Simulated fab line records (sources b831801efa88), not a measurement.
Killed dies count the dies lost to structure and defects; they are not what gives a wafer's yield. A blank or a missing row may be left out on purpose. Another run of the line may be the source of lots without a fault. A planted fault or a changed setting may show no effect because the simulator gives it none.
fab line records	flow gf180mcu
record: lots: 14	wafers: 42	last-day: 34
route steps=602 shown DUAL_GATE@143 M2@367 V2@383
lots that met no fault: from a run of the same line without faults
start-h: hours from the record's opening day to when the first of the lot's shown wafers began	wait-h: how many hours have passed since the lot's step before this one	" repeats the value in the row above	L1.1+2: several wafers, shown together as one row	- no value, or no start given	* or withheld: withheld	< > ~ a bound
route shown NAME@n: NAME is a module with steps in the file, n the number in the route of the first one	usual: mean/standard deviation taken from wafers without a fault	same: alike in all rows	chamber/n: place in a boat	sites: each site's reading	_std_site: the standard deviation of these	_edge_site: the outer-site mean with the inner-site mean subtracted	radius-mm: how far each site lies from the wafer's centre	mask NAME#n: copy n	behind: the last tool/chamber to shape the wafer	hold: the reason the lot was held/the length of the hold in hours/how it ended	device: transistor that didn't switch, given as n, p or np	end of line: the route-end tests of the same wafers	a step with no rows: only its recipe	killed: the dies lost at the first sort to structure and to defects; this is not the yield of the wafer	map: shows each die of a wafer: x if killed, . if not, _ if none is there
set.NAME: the setting the step ran with; set.NAME@STEP: the setting that earlier step ran with	model.NAME: the simulator's own value behind a step, which no gauge read
route steps across a sampled set of lots; one table per step, one row per wafer
services: when a tool's chamber went out of use (start-h, in hours from the record's first day, below 0 if earlier), for how many hours, and the reason
== steps ==
step: GF_DUAL_GATE_OXIDATION_02
recipe: temp-c: 900	ambient: O2	stabilise-s: 600	purge-s: 300	target-thk-a: 108.87	ox-time-s: 1602
usual: spike-tc-top-C: 911.1/2.7
lot.wafer	tool	chamber	start-h	wait-h	spike-tc-top-C
L452.1	furnace-02	0	158.87	0.0	908.1
L452.2	"	0	"	"	909.0
L452.5	"	0	"	"	908.4
L453.1	furnace-02	0	163.45	0.0	908.5
L453.4	"	0	"	"	908.8
L453.6	"	0	"	"	909.6
L455.1	furnace-02	0	180.52	0.9	908.5
L455.3	"	0	"	"	911.2
L455.5	"	0	"	"	911.1
L457.1	furnace-02	0	190.90	0.0	910.0
L457.3	"	0	"	"	907.0
L457.6	"	0	"	"	909.2
L459.2	furnace-01	0	215.09	0.0	914.0
L459.3	"	0	"	"	914.7
L459.4	"	0	"	"	915.8
L460.2	furnace-01	0	216.64	0.0	913.3
L460.5	"	0	"	"	912.9
L460.6	"	0	"	"	914.6
L462.1	furnace-01	0	228.99	0.7	913.9
L462.2	"	0	"	"	913.6
L462.3	"	0	"	"	914.9
L465.1	furnace-01	0	248.12	0.0	914.2
L465.2	"	0	"	"	913.6
L465.3	"	0	"	"	914.2
L466.1	furnace-01	0	254.35	0.0	914.9
L466.4	"	0	"	"	912.0
L466.6	"	0	"	"	914.1
L469.1	furnace-02	0	276.56	0.8	910.6
L469.3	"	0	"	"	909.5
L469.4	"	0	"	"	908.3
L470.2	furnace-02	0	278.19	0.0	909.2
L470.5	"	0	"	"	910.3
L470.6	"	0	"	"	908.6
L471.1	furnace-02	0	289.50	0.0	909.1
L471.5	"	0	"	"	909.6
L471.6	"	0	"	"	908.0
L472.2	furnace-02	0	299.09	0.4	910.2
L472.3	"	0	"	"	909.7
L472.5	"	0	"	"	908.4
L473.1	furnace-02	0	302.09	1.8	907.9
L473.2	"	0	"	"	909.5
L473.6	"	0	"	"	910.5
step: GF_DUAL_GATE_THK_MEAS_03
recipe: reads: SiO2_of_DUAL_GATE_OXIDATION_02
usual: DUAL_GATE_OXIDATION_00_THK: 10.87/0.16
lot.wafer	tool	chamber	start-h	wait-h	DUAL_GATE_OXIDATION_00_THK[nm]
L452.1	film-metro-02	-	160.31	0.0	10.76
L452.2	"	-	"	"	10.82
L452.5	"	-	"	"	10.79
L453.1	film-metro-02	-	164.90	0.0	10.81
L453.4	"	-	"	"	11.08
L453.6	"	-	"	"	10.82
L455.1	film-metro-01	-	181.96	0.0	10.83
L455.3	"	-	"	"	10.74
L455.5	"	-	"	"	10.77
L457.1	film-metro-02	-	192.35	0.0	10.79
L457.3	"	-	"	"	10.70
L457.6	"	-	"	"	10.87
L459.2	film-metro-01	-	216.54	0.0	10.78
L459.3	"	-	"	"	10.79
L459.4	"	-	"	"	10.80
L460.2	film-metro-01	-	218.09	0.0	10.91
L460.5	"	-	"	"	10.70
L460.6	"	-	"	"	10.81
L462.1	film-metro-01	-	230.43	0.0	10.69
L462.2	"	-	"	"	10.78
L462.3	"	-	"	"	10.59
L465.1	film-metro-01	-	249.56	0.0	10.23
L465.2	"	-	"	"	10.29
L465.3	"	-	"	"	10.19
L466.1	film-metro-02	-	255.80	0.0	9.93
L466.4	"	-	"	"	10.09
L466.6	"	-	"	"	10.10
L469.1	film-metro-02	-	278.01	0.0	11.02
L469.3	"	-	"	"	10.85
L469.4	"	-	"	"	11.00
L470.2	film-metro-01	-	279.64	0.0	10.78
L470.5	"	-	"	"	10.73
L470.6	"	-	"	"	10.58
L471.1	film-metro-02	-	290.94	0.0	10.63
L471.5	"	-	"	"	10.61
L471.6	"	-	"	"	10.67
L472.2	film-metro-02	-	300.55	0.0	11.27
L472.3	"	-	"	"	11.34
L472.5	"	-	"	"	10.94
L473.1	film-metro-02	-	303.55	0.0	10.81
L473.2	"	-	"	"	11.04
L473.6	"	-	"	"	10.89
step: GF_M2_RS_MEAS_05
recipe: thk-meas-gauge: four-point-probe	reads: TiN_of_M2_SPUTTER_04+Ti_of_M2_SPUTTER_03+AlCu_of_M2_SPUTTER_02+TiN_of_M2_SPUTTER_01+Ti_of_M2_SPUTTER_00
usual: M2_ALCU_RS: 0.0695/0.001
lot.wafer	tool	chamber	start-h	wait-h	M2_ALCU_RS[ohm/sq]
L452.1	film-metro-03	-	416.04	0.0	0.0686
L452.2	"	-	"	"	0.0675
L452.5	"	-	"	"	0.0703
L453.1	film-metro-02	-	423.51	0.0	0.0690
L453.4	"	-	"	"	0.0698
L453.6	"	-	"	"	0.0701
L455.1	film-metro-02	-	443.39	0.0	0.0687
L455.3	"	-	"	"	0.0681
L455.5	"	-	"	"	0.0683
L457.1	film-metro-02	-	460.08	0.0	0.0685
L457.3	"	-	"	"	0.0675
L457.6	"	-	"	"	0.0683
L459.2	film-metro-02	-	490.87	0.0	0.0673
L459.3	"	-	"	"	0.0680
L459.4	"	-	"	"	0.0709
L460.2	film-metro-02	-	494.64	0.0	0.0693
L460.5	"	-	"	"	0.0699
L460.6	"	-	"	"	0.0697
L462.1	film-metro-03	-	510.36	0.0	0.0699
L462.2	"	-	"	"	0.0703
L462.3	"	-	"	"	0.0703
L465.1	film-metro-03	-	535.42	0.0	0.0696
L465.2	"	-	"	"	0.0689
L465.3	"	-	"	"	0.0691
L466.1	film-metro-01	-	545.94	0.0	0.0712
L466.4	"	-	"	"	0.0703
L466.6	"	-	"	"	0.0688
L469.1	film-metro-02	-	566.24	0.0	0.0693
L469.3	"	-	"	"	0.0695
L469.4	"	-	"	"	0.0711
L470.2	film-metro-02	-	568.54	0.0	0.0706
L470.5	"	-	"	"	0.0702
L470.6	"	-	"	"	0.0696
L471.1	film-metro-02	-	578.70	0.0	0.0712
L471.5	"	-	"	"	0.0698
L471.6	"	-	"	"	0.0707
L472.2	film-metro-01	-	593.31	0.0	0.0675
L472.3	"	-	"	"	0.0674
L472.5	"	-	"	"	0.0686
L473.1	film-metro-02	-	593.67	0.0	0.0703
L473.2	"	-	"	"	0.0714
L473.6	"	-	"	"	0.0711
step: GF_M2_OVL_MEAS_15
usual: M2_OVL: -3/6
lot.wafer	tool	chamber	start-h	wait-h	M2_OVL[nm]
L452.1	overlay-02	-	440.04	0.1	-17
L452.2	"	-	"	"	6
L452.5	"	-	"	"	-1
L453.1	overlay-01	-	448.14	0.1	-11
L453.4	"	-	"	"	1
L453.6	"	-	"	"	0
L455.1	overlay-02	-	467.53	0.1	9
L455.3	"	-	"	"	7
L455.5	"	-	"	"	7
L457.1	overlay-01	-	484.04	0.1	-2
L457.3	"	-	"	"	-1
L457.6	"	-	"	"	-7
L459.2	overlay-02	-	514.19	0.1	0
L459.3	"	-	"	"	7
L459.4	"	-	"	"	-6
L460.2	overlay-02	-	518.04	0.1	4
L460.5	"	-	"	"	-1
L460.6	"	-	"	"	0
L462.1	overlay-02	-	533.13	0.1	3
L462.2	"	-	"	"	-11
L462.3	"	-	"	"	2
L465.1	overlay-02	-	557.53	0.1	0
L465.2	"	-	"	"	0
L465.3	"	-	"	"	-4
L466.1	overlay-02	-	568.24	0.1	-1
L466.4	"	-	"	"	-4
L466.6	"	-	"	"	-6
L469.1	overlay-02	-	588.18	0.1	1
L469.3	"	-	"	"	-9
L469.4	"	-	"	"	-12
L470.2	overlay-02	-	589.84	0.1	0
L470.5	"	-	"	"	-1
L470.6	"	-	"	"	-2
L471.1	overlay-01	-	600.09	0.1	4
L471.5	"	-	"	"	-1
L471.6	"	-	"	"	-1
L472.2	overlay-01	-	613.64	0.1	0
L472.3	"	-	"	"	-7
L472.5	"	-	"	"	-10
L473.1	overlay-01	-	615.38	0.1	-7
L473.2	"	-	"	"	-8
L473.6	"	-	"	"	-3
step: GF_V2_THK_MEAS_01
recipe: reads: SiO2_of_V2_CVD_00
usual: V2_CVD_00_THK: 601/6.1
lot.wafer	tool	chamber	start-h	wait-h	V2_CVD_00_THK[nm]
L452.1	film-metro-03	-	440.88	0.1	596
L452.2	"	-	"	"	596
L452.5	"	-	"	"	597
L453.1	film-metro-01	-	448.94	0.0	593
L453.4	"	-	"	"	603
L453.6	"	-	"	"	593
L455.1	film-metro-03	-	468.35	0.0	593
L455.3	"	-	"	"	598
L455.5	"	-	"	"	610
L457.1	film-metro-03	-	484.84	0.0	599
L457.3	"	-	"	"	590
L457.6	"	-	"	"	588
L459.2	film-metro-03	-	514.97	0.0	600
L459.3	"	-	"	"	604
L459.4	"	-	"	"	604
L460.2	film-metro-04	-	518.82	0.0	600
L460.5	"	-	"	"	603
L460.6	"	-	"	"	606
L462.1	film-metro-01	-	534.03	0.0	605
L462.2	"	-	"	"	609
L462.3	"	-	"	"	612
L465.1	film-metro-01	-	558.30	0.0	597
L465.2	"	-	"	"	594
L465.3	"	-	"	"	593
L466.1	film-metro-04	-	569.14	0.0	601
L466.4	"	-	"	"	601
L466.6	"	-	"	"	605
L469.1	film-metro-04	-	588.95	0.0	603
L469.3	"	-	"	"	603
L469.4	"	-	"	"	604
L470.2	film-metro-04	-	590.75	0.0	591
L470.5	"	-	"	"	596
L470.6	"	-	"	"	604
L471.1	film-metro-03	-	601.02	0.0	610
L471.5	"	-	"	"	604
L471.6	"	-	"	"	602
L472.2	film-metro-01	-	614.57	0.0	611
L472.3	"	-	"	"	603
L472.5	"	-	"	"	601
L473.1	film-metro-04	-	616.18	0.0	612
L473.2	"	-	"	"	607
L473.6	"	-	"	"	607
== services ==
tool	chamber	start-h	hours	kind
furnace-01	-	178.47	3.1	pm
furnace-01	-	181.61	3.5	pm
furnace-02	-	226.51	3.7	pm
furnace-02	-	250.36	3.1	pm
furnace-01	-	286.62	5.5	pm
== key ==
first-sign: step: GF_DUAL_GATE_THK_MEAS_03	reading: DUAL_GATE_OXIDATION_00_THK	direction: down	sigmas: 4.4	usual: 10.87	struck: 10.14
effect none on later readings
met-at GF_DUAL_GATE_OXIDATION_02
struck-lots L465,L466
tester-left-out L465,L466
not-acting-at GF_M2_RS_MEAS_05,GF_M2_OVL_MEAS_15,GF_V2_THK_MEAS_01
onset-between 228.99 248.12
fault: kind: process-parameter-drift	tool: furnace-01	chamber: -	onset-h: 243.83	steps: GF_DUAL_GATE_OXIDATION_02	channel: ox-time-s	offset: *	shape: step	end-h: 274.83	acts-in: *	stated: *
tester-left-out: of these lots the tester's yield and bins aren't shown, on N5 and GAA mostly nor the transistor test; their killed dies are dies lost to structure and defects alone, not to doping, threshold or leakage, so they don't give the yield
